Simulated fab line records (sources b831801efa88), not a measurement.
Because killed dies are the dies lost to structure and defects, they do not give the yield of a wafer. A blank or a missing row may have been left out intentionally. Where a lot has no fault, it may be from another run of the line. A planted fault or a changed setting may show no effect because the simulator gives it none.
Chamber matching ; flow sfq line ; 4 sister chambers for SFQ_TRILAYER_A5B_CMP_CMP_130 on cmp-01
The step polishes, stops on Nb, target thk 340.7 nm. 7 wafers are shown with their chamber, then 7 later ones without.

## WAFERS WITH THEIR CHAMBER
wafer;chamber;motor current A (A);platen rpm (rpm)
L616.4;2;8.9;60.04
L616.6;2;9.0;59.99
L618.2;3;12.2;60.02
L618.4;0;12.0;60.00
L618.6;1;9.5;60.02
L619.3;3;12.0;59.95
L619.4;0;11.9;59.96

## WAFERS WITH NO CHAMBER GIVEN
wafer;motor current A (A);platen rpm (rpm)
L619.6;12.1;59.97
L621.2;12.1;59.98
L621.3;8.6;59.96
L621.5;11.5;59.92
L623.2;11.9;60.02
L623.4;12.2;60.06
L623.6;9.1;60.05

## EACH ONE'S CHAMBER
wafer;from the rows above;in truth
L619.6;can't be placed: 3 or 0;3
L621.2;can't be placed: 3 or 0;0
L621.3;2;2
L621.5;can't be placed: 0 or 3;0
L623.2;can't be placed: 0 or 3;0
L623.4;can't be placed: 3 or 0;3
L623.6;2;2
Placed correctly: 2 of 7. Not placeable from these rows: 5 (in 5, the candidates include the true chamber). Wrongly placed: 0.
How it was worked out, from the rows above alone: a wafer's distance from a chamber is the root of the sum, over the readings, of the square of ((its reading less the chamber's mean) divided by the reading's scatter). If the next closest chamber is less than 2 further off than the closest, the wafer can't be placed; otherwise it belongs to the closest. For every chamber, the mean is computed from those of its wafers that are shown. The scatter: the root of (the sum of the squares of (reading less its chamber's mean) over the shown wafers, divided by (wafers less chambers)).
